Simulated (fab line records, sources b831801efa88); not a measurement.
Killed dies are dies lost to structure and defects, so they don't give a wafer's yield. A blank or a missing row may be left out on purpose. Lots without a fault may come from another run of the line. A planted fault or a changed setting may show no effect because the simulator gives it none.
Which tool did it? | flow sfq_line | 15 lots, 45 wafers sampled, at 6 steps of a route of 325

WHAT THE GAUGES READ, wafer by wafer
SFQ_M0_RS_MEAS_904: measures by four-point-probe. Usual: M0_NB_RS 0.885 ohm/sq, standard deviation 0.0092.
lot  | measured     | on            | M0_NB_RS (ohm/sq) | flag
L607 | day 8 02:35  | film_metro-01 | 0.895 0.891 0.880 |
L611 | day 9 16:10  | film_metro-03 | 0.883 0.892 0.886 |
L612 | day 10 01:46 | film_metro-03 | 1.062 0.887 1.062 | OFF
L613 | day 10 11:23 | film_metro-03 | 0.885 0.885 0.875 |
L614 | day 10 16:11 | film_metro-03 | 1.058 0.888 0.902 | OFF
L616 | day 11 05:32 | film_metro-03 | 1.047 1.071 0.884 | OFF
L620 | day 12 05:23 | film_metro-03 | 0.889 0.884 0.882 |
L621 | day 12 13:48 | film_metro-04 | 0.883 0.874 0.887 |
L622 | day 12 19:04 | film_metro-04 | 0.882 0.873 0.874 |
L623 | day 12 20:15 | film_metro-03 | 0.882 0.885 0.891 |
L624 | day 13 06:09 | film_metro-04 | 0.889 0.892 0.887 |
L625 | day 13 16:40 | film_metro-04 | 0.899 0.896 0.896 |
L626 | day 14 15:52 | film_metro-04 | 0.884 0.885 0.885 |
L627 | day 15 01:35 | film_metro-03 | 0.892 0.897 0.882 |
L629 | day 15 16:00 | film_metro-01 | 0.862 0.870 0.875 |

SFQ_I6_BOW_MEAS_941. Usual: I6_BOW 10 um, standard deviation 11.
lot  | measured     | on            | I6_BOW (um) | flag
L607 | day 62 22:53 | film_metro-02 | 2 -2 -2     |
L611 | day 71 23:27 | film_metro-01 | 8 16 13     |
L612 | day 72 00:41 | film_metro-04 | 6 10 14     |
L613 | day 72 02:26 | film_metro-02 | 25 26 23    |
L614 | day 72 03:41 | film_metro-04 | 9 13 16     |
L616 | day 72 06:45 | film_metro-01 | -7 -20 -26  |
L620 | day 73 15:20 | film_metro-04 | 1 -3 -2     |
L621 | day 73 18:35 | film_metro-04 | 5 17 11     |
L622 | day 73 21:34 | film_metro-01 | 20 -2 18    |
L623 | day 74 04:14 | film_metro-04 | 1 0 11      |
L624 | day 74 07:14 | film_metro-01 | 25 21 9     |
L625 | day 74 10:14 | film_metro-02 | 10 16 23    |
L626 | day 74 13:15 | film_metro-02 | 12 26 9     |
L627 | day 74 15:34 | film_metro-01 | 9 22 2      |
L629 | day 74 22:16 | film_metro-01 | -13 -18 -6  |

WHICH TOOL RAN EACH LOT (tool, then ch and the chambers of the sampled wafers, then the start)
lot  | SFQ_TRILAYER_M0_DEP_SPUTTER_019 | SFQ_TRILAYER_M0_ETCH_METAL_ETCH_024 | SFQ_TRILAYER_M3_DEP_SPUTTER_073 | SFQ_TRILAYER_I5_STRIP_STRIP_148
L607 | pvd_sputter-04, day 8 02:30     | rie_metal-03 ch 0,1, day 12 14:03   | pvd_sputter-04, day 32 23:15    | rie_metal-03 ch 0,1, day 58 15:44
L611 | pvd_sputter-05, day 9 16:04     | rie_metal-02 ch 0, day 14 19:51     | pvd_sputter-04, day 35 13:41    | rie_metal-03 ch 0,1, day 61 12:14
L612 | pvd_sputter-04, day 10 01:40    | rie_metal-04 ch 0,1, day 15 03:03   | pvd_sputter-05, day 35 16:05    | rie_metal-01 ch 0,1, day 61 13:26
L613 | pvd_sputter-03, day 10 11:17    | rie_metal-02 ch 0,1, day 15 12:39   | pvd_sputter-06, day 36 00:29    | rie_metal-02 ch 0,1, day 61 14:38
L614 | pvd_sputter-04, day 10 16:04    | rie_metal-03 ch 0,1, day 15 19:51   | pvd_sputter-05, day 36 16:27    | rie_metal-03 ch 0,1, day 61 15:50
L616 | pvd_sputter-04, day 11 05:26    | rie_metal-02 ch 0,1, day 16 07:51   | pvd_sputter-04, day 43 00:33    | rie_metal-03 ch 0,1, day 61 18:14
L620 | pvd_sputter-03, day 12 05:16    | rie_metal-04 ch 1, day 17 18:01     | pvd_sputter-04, day 44 18:24    | rie_metal-03 ch 1, day 67 21:32
L621 | pvd_sputter-03, day 12 13:40    | rie_metal-02 ch 0,1, day 18 00:04   | pvd_sputter-06, day 45 13:36    | rie_metal-01 ch 0,1, day 68 00:08
L622 | pvd_sputter-03, day 12 18:58    | rie_metal-03 ch 0,1, day 18 06:01   | pvd_sputter-04, day 45 14:48    | rie_metal-01 ch 0,1, day 68 02:20
L623 | pvd_sputter-05, day 12 20:10    | rie_metal-04 ch 0,1, day 18 07:13   | pvd_sputter-05, day 45 17:13    | rie_metal-02 ch 0,1, day 68 04:55
L624 | pvd_sputter-05, day 13 06:04    | rie_metal-04 ch 0,1, day 18 20:32   | pvd_sputter-05, day 45 22:01    | rie_metal-02 ch 1, day 68 10:55
L625 | pvd_sputter-05, day 13 16:34    | rie_metal-03 ch 0,1, day 19 06:08   | pvd_sputter-04, day 46 04:00    | rie_metal-01 ch 0,1, day 68 12:07
L626 | pvd_sputter-03, day 14 15:45    | rie_metal-03 ch 0, day 20 15:38     | pvd_sputter-04, day 47 00:24    | rie_metal-02 ch 0,1, day 68 14:31
L627 | pvd_sputter-05, day 15 01:28    | rie_metal-02 ch 0,1, day 21 03:55   | pvd_sputter-06, day 47 05:12    | rie_metal-03 ch 0,1, day 68 15:43
L629 | pvd_sputter-04, day 15 15:52    | rie_metal-02 ch 0,1, day 21 21:58   | pvd_sputter-04, day 48 10:09    | rie_metal-03 ch 0,1, day 69 01:42
- SFQ_TRILAYER_M0_DEP_SPUTTER_019: material Nb, target thk 200 nm, time 133.3 s.
- SFQ_TRILAYER_M0_ETCH_METAL_ETCH_024: etches Nb in Cl2/Ar, stops on SiO2, target depth 240 nm, time 120 s.
- SFQ_TRILAYER_M3_DEP_SPUTTER_073: material Nb, target thk 200 nm, time 133.3 s.
- SFQ_TRILAYER_I5_STRIP_STRIP_148: strips in O2.

WHAT THE TOOLS THEMSELVES READ (means of the sampled wafers that have a number; where no wafer has one, the mark that the record gives instead)
SFQ_TRILAYER_M0_DEP_SPUTTER_019. Usual: chamber_pressure_pa 0.13336 Pa, standard deviation 0.00025; substrate_temp_c 20.01 C, standard deviation 0.1; throttle_valve_pct 29.9 %, standard deviation 0.92.
lot  | tool           | chamber_pressure_pa (Pa) | substrate_temp_c (C) | throttle_valve_pct (%) | flag
L607 | pvd_sputter-04 | 0.13338                  | 20.06                | 30.7                   |
L611 | pvd_sputter-05 | 0.13347                  | 20.05                | 29.2                   |
L612 | pvd_sputter-04 | 0.13346                  | 19.98                | 31.3                   |
L613 | pvd_sputter-03 | 0.13342                  | 20.08                | 29.8                   |
L614 | pvd_sputter-04 | 0.13356                  | 19.96                | 30.4                   |
L616 | pvd_sputter-04 | 0.13320                  | 20.05                | 30.7                   |
L620 | pvd_sputter-03 | 0.13348                  | 19.96                | 30.1                   |
L621 | pvd_sputter-03 | 0.13323                  | 20.05                | 29.7                   |
L622 | pvd_sputter-03 | 0.13318                  | 20.02                | 30.2                   |
L623 | pvd_sputter-05 | 0.13338                  | 20.07                | 29.4                   |
L624 | pvd_sputter-05 | 0.13352                  | 19.94                | 29.3                   |
L625 | pvd_sputter-05 | 0.13328                  | 20.05                | 29.0                   |
L626 | pvd_sputter-03 | 0.13305                  | 19.97                | 29.4                   |
L627 | pvd_sputter-05 | 0.13316                  | 20.10                | 29.2                   |
L629 | pvd_sputter-04 | 0.13329                  | 19.96                | 31.2                   |

SFQ_TRILAYER_M0_ETCH_METAL_ETCH_024. Usual: drypump_motor_current_A 5.7 A, standard deviation 0.62; oes_product_au 0.896 a.u., standard deviation 0.0072.
lot  | tool         | drypump_motor_current_A (A) | oes_product_au (a.u.) | flag
L607 | rie_metal-03 | 5.9                         | 0.891                 |
L611 | rie_metal-02 | 6.5                         | 0.894                 |
L612 | rie_metal-04 | 5.0                         | 0.839                 | OFF
L613 | rie_metal-02 | 6.4                         | 0.894                 |
L614 | rie_metal-03 | 5.7                         | 0.865                 | OFF
L616 | rie_metal-02 | 6.4                         | 0.843                 | OFF
L620 | rie_metal-04 | 4.8                         | 0.899                 |
L621 | rie_metal-02 | 6.4                         | 0.899                 |
L622 | rie_metal-03 | 5.7                         | 0.902                 |
L623 | rie_metal-04 | 5.3                         | 0.899                 |
L624 | rie_metal-04 | 5.1                         | 0.896                 |
L625 | rie_metal-03 | 5.7                         | 0.894                 |
L626 | rie_metal-03 | 5.5                         | 0.895                 |
L627 | rie_metal-02 | 6.4                         | 0.892                 |
L629 | rie_metal-02 | 6.4                         | 0.904                 |

SFQ_TRILAYER_M3_DEP_SPUTTER_073. Usual: chamber_pressure_pa 0.13329 Pa, standard deviation 0.00024; substrate_temp_c 19.99 C, standard deviation 0.11; throttle_valve_pct 29.9 %, standard deviation 1.1.
lot  | tool           | chamber_pressure_pa (Pa) | substrate_temp_c (C) | throttle_valve_pct (%) | flag
L607 | pvd_sputter-04 | 0.13324                  | 19.93                | 31.7                   |
L611 | pvd_sputter-04 | 0.13342                  | 19.95                | 29.7                   |
L612 | pvd_sputter-05 | 0.13335                  | 19.86                | 29.3                   |
L613 | pvd_sputter-06 | 0.13329                  | 20.10                | 29.6                   |
L614 | pvd_sputter-05 | 0.13327                  | 20.05                | 29.1                   |
L616 | pvd_sputter-04 | 0.13323                  | 19.98                | 30.3                   |
L620 | pvd_sputter-04 | 0.13329                  | 20.03                | 30.2                   |
L621 | pvd_sputter-06 | 0.13363                  | 19.89                | 29.4                   |
L622 | pvd_sputter-04 | 0.13332                  | 20.02                | 31.3                   |
L623 | pvd_sputter-05 | 0.13350                  | 20.04                | 29.3                   |
L624 | pvd_sputter-05 | 0.13344                  | 20.00                | 29.3                   |
L625 | pvd_sputter-04 | 0.13330                  | 19.92                | 31.2                   |
L626 | pvd_sputter-04 | 0.13321                  | 19.87                | 30.9                   |
L627 | pvd_sputter-06 | 0.13331                  | 20.10                | 29.1                   |
L629 | pvd_sputter-04 | 0.13332                  | 20.01                | 31.0                   |

SFQ_TRILAYER_I5_STRIP_STRIP_148. Usual: drypump_motor_current_A 6.0 A, standard deviation 0.44; oes_product_au 1.000 a.u., standard deviation 0.0098.
lot  | tool         | drypump_motor_current_A (A) | oes_product_au (a.u.) | flag
L607 | rie_metal-03 | 5.7                         | 0.999                 |
L611 | rie_metal-03 | 5.9                         | 0.991                 |
L612 | rie_metal-01 | 5.6                         | 0.999                 |
L613 | rie_metal-02 | 6.4                         | 1.006                 |
L614 | rie_metal-03 | 5.7                         | 0.996                 |
L616 | rie_metal-03 | 5.9                         | 0.997                 |
L620 | rie_metal-03 | 6.2                         | 1.001                 |
L621 | rie_metal-01 | 6.0                         | 1.000                 |
L622 | rie_metal-01 | 6.0                         | 1.011                 |
L623 | rie_metal-02 | 6.4                         | 0.990                 |
L624 | rie_metal-02 | 6.3                         | 0.993                 |
L625 | rie_metal-01 | 6.0                         | 1.012                 |
L626 | rie_metal-02 | 6.4                         | 0.998                 |
L627 | rie_metal-03 | 5.9                         | 0.990                 |
L629 | rie_metal-03 | 5.7                         | 1.001                 |

THE ANSWER, worked out from the rows above alone
Rule: a lot is off if the mean of its wafers that have a number lies more than 3 standard deviations from the usual mean. A lot without any number at a reading at which 4 lots or more have one is off too. The other lots that the step has rows for count as sound. The gauges are gone through in route order, then the tools' own readings, and for those a lot's mean is taken as printed above. The first step at which some lot is off is used, and at that step the reading that is off furthest; a lot without a number counts as furthest.
Off: L612, L614, L616, at SFQ_M0_RS_MEAS_904 (M0_NB_RS).
A tool fits if, at a process step before that reading, it ran every lot that is off, and no sound lot after the first of them. The gauges at SFQ_M0_RS_MEAS_904 aren't tried: what is off there is off at SFQ_TRILAYER_M0_ETCH_METAL_ETCH_024 too, on other tools, and a gauge's error can't cause that. None of those tried fits.

WHAT THE SIMULATOR HAD PUT IN
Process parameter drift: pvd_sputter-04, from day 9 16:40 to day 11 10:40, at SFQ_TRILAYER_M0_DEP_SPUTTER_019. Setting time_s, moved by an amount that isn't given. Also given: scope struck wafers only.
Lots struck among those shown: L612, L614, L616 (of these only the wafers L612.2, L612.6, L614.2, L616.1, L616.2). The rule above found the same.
